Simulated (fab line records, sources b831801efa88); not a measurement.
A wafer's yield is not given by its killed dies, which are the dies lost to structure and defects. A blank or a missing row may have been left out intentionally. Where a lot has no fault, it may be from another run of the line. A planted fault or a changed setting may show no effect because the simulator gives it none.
A struck lot beside a sound one / flow sky130 / 26 out of 708 route steps
Sound: wafers L724.1, L724.3, L724.6. The struck wafers were L733.1, L733.2, L733.5. Last of all comes the cause.
At each step with rows: each side's tool, then ch and its chambers, then its first start. Under that, the readings that differ: sound wafers / struck wafers / difference of the means / sigmas: that difference in standard deviations of wafers without a fault.
alike: readings whose means differ by less than 2 such deviations, and words and numbers that are the same on both sides. not compared: withheld readings, readings that some wafer has no value for, bounds like >300 that may hide the same value, and numbers for which the record gives no deviation and whose values overlap.
Wherever a step has rows on one side only, a row that says differs or no value, or a row with sigmas, the two part there. When numbers do not overlap yet have no deviation, they are printed without sigmas and do not part them. A reading missing from all wafers of one side parts the sides only when that side holds two or more wafers.

first, 2 steps without rows for these wafers: SKY_VIA2_SPUTTER_20 (material TiN, target thk 20 nm, time 80 s); SKY_VIA2_CVD_21 (deposits W, target thk 420 nm, time 126.4 s).
SKY_VIA2_RS_MEAS_22: a four-point-probe measurement.
  sound on filmMetro-01 at day 36 08:56; struck on filmMetro-01 at day 39 10:00
  alike: VIA2_W_RS
SKY_VIA2_THK_MEAS_23: measures by xrf.
  sound on filmMetro-01 at day 36 09:03; struck on filmMetro-01 at day 39 10:07
  alike: VIA2_W_THK
SKY_VIA2_CMP_24: polishes, stops on SiO2, t overpolish 20 s, target thk 0 nm.
  sound on cmp-02 ch 1,2,3, day 36 09:13; struck on cmp-02 ch 1,2,3, day 39 10:17
  alike: motorCurrentA, overpolishRunS, retainingRingPressureFrac, timeToEndpointS
SKY_METAL3_SPUTTER_00: material Ti, target thk 15 nm, time 10 s.
  sound on pvdSputter-03 at day 36 09:25; struck on pvdSputter-02 at day 39 10:29
  alike: throttleValvePct
SKY_METAL3_SPUTTER_01: material TiN, target thk 20 nm, time 16.7 s.
  sound on pvdSputter-03 at day 36 09:26; struck on pvdSputter-02 at day 39 10:30
  alike: throttleValvePct
then, 2 steps without rows for these wafers: SKY_METAL3_SPUTTER_02 (material AlCu, target thk 735 nm, time 39.1 s); SKY_METAL3_SPUTTER_03 (material Ti, target thk 5 nm, time 3.3 s).
SKY_METAL3_SPUTTER_04: material TiN, target thk 70 nm, time 58.3 s.
  sound on pvdSputter-03 at day 36 09:31; struck on pvdSputter-02 at day 39 10:35
  alike: throttleValvePct
SKY_CAPM_CVD_00: deposits SiO2, target thk 15.5 nm.
  sound on pecvd-01 ch 0,1,2, day 36 09:34; struck on pecvd-01 ch 1,2, day 39 10:38
  alike: heaterPowerW
SKY_CAPM_THK_MEAS_01:
  sound on filmMetro-03 at day 36 09:35; struck on filmMetro-01 at day 39 10:40
  alike: CAPM_CVD_00_THK
SKY_CAPM_SPUTTER_02: material TiN, target thk 200 nm, time 166.7 s.
  sound on pvdSputter-02 at day 36 09:39; struck on pvdSputter-03 at day 39 10:43
  alike: throttleValvePct
SKY_CAPM_RS_MEAS_03: a four-point-probe measurement.
  sound on filmMetro-02 at day 36 09:46; struck on filmMetro-03 at day 39 10:49
reading=CAPM_TIN_RS (ohm/sq); sound=6.89 6.87 6.87; struck=8.01 7.97 8.08; difference=+1.14; sigmas=+15
SKY_CAPM_THK_MEAS_04: measures by xrf.
  sound on filmMetro-02 at day 36 09:53; struck on filmMetro-03 at day 39 10:56
reading=CAPM_TIN_THK (nm); sound=203.1 202.5 202.8; struck=179.9 179.6 178.0; difference=-23.6; sigmas=-11
then, 7 steps without rows for these wafers: SKY_CAPM_DEHYDRATE_05 (time 60 s); SKY_CAPM_HMDS_06 (prime time 60 s); SKY_CAPM_COAT_07 (resist thk 1140 nm); SKY_CAPM_SOFTBAKE_08 (time 60 s); SKY_CAPM_EXPOSE_09 (exposes mask CAPM, target cd 1000 nm); SKY_CAPM_PEB_10; SKY_CAPM_DEVELOP_11 (develop time 60 s).
SKY_CAPM_OVL_MEAS_12:
  sound on overlay-02 at day 37 11:37; struck on overlay-02 at day 40 10:28
  alike: CAPM_OVL
SKY_CAPM_METAL_ETCH_13: etches TiN in Cl2/BCl3, stops on SiO2, target depth 220 nm, time 62.9 s.
  sound on rieMetal-01 ch 0,1, day 37 11:39; struck on rieMetal-02 ch 1, day 40 10:31
reading=oesProductAu (a.u.); sound=0.948 0.950 0.944; struck=0.874 0.876 0.875; difference=-0.072; sigmas=-10
reading=throttleValvePct (%); sound=21.897 21.912 21.880; struck=21.957 21.944 21.948; difference=+0.053; sigmas=+6
  alike: bcl3FlowSccm, drypumpMotorCurrentA
  not compared: rfHoursCounterH
then, 1 step without rows for these wafers: SKY_CAPM_STRIP_14 (strips in O2/N2).
-- the record jumps here: 8 days lie between the struck wafers' starts before and after (it left off in module CAPM and takes up again in module PAD_OPEN, whose first step shown is number 708 of the route) --
SKY_PAD_OPEN_PROBE_99:
  sound on prober-01 at day 45 17:16; struck on prober-02 at day 48 04:58
  alike: defectLimitedYield, killed_at_M0_to_M3, killed_at_M4_up, killedAtContacts, killedAtFrontEnd, killedAtOther, killedDies, killedOpen, killedShort, sort_bin_3_pad_short, sort_bin_5_function, sort_bin_6_memory, sortNPass, sortYieldPct

## WHERE THEY PART
Last at SKY_CAPM_METAL_ETCH_13 as far as this record goes, first at SKY_CAPM_RS_MEAS_03. Later steps at which nothing parts them and some readings are alike: SKY_PAD_OPEN_PROBE_99.

WHY: what had been put in by the simulator
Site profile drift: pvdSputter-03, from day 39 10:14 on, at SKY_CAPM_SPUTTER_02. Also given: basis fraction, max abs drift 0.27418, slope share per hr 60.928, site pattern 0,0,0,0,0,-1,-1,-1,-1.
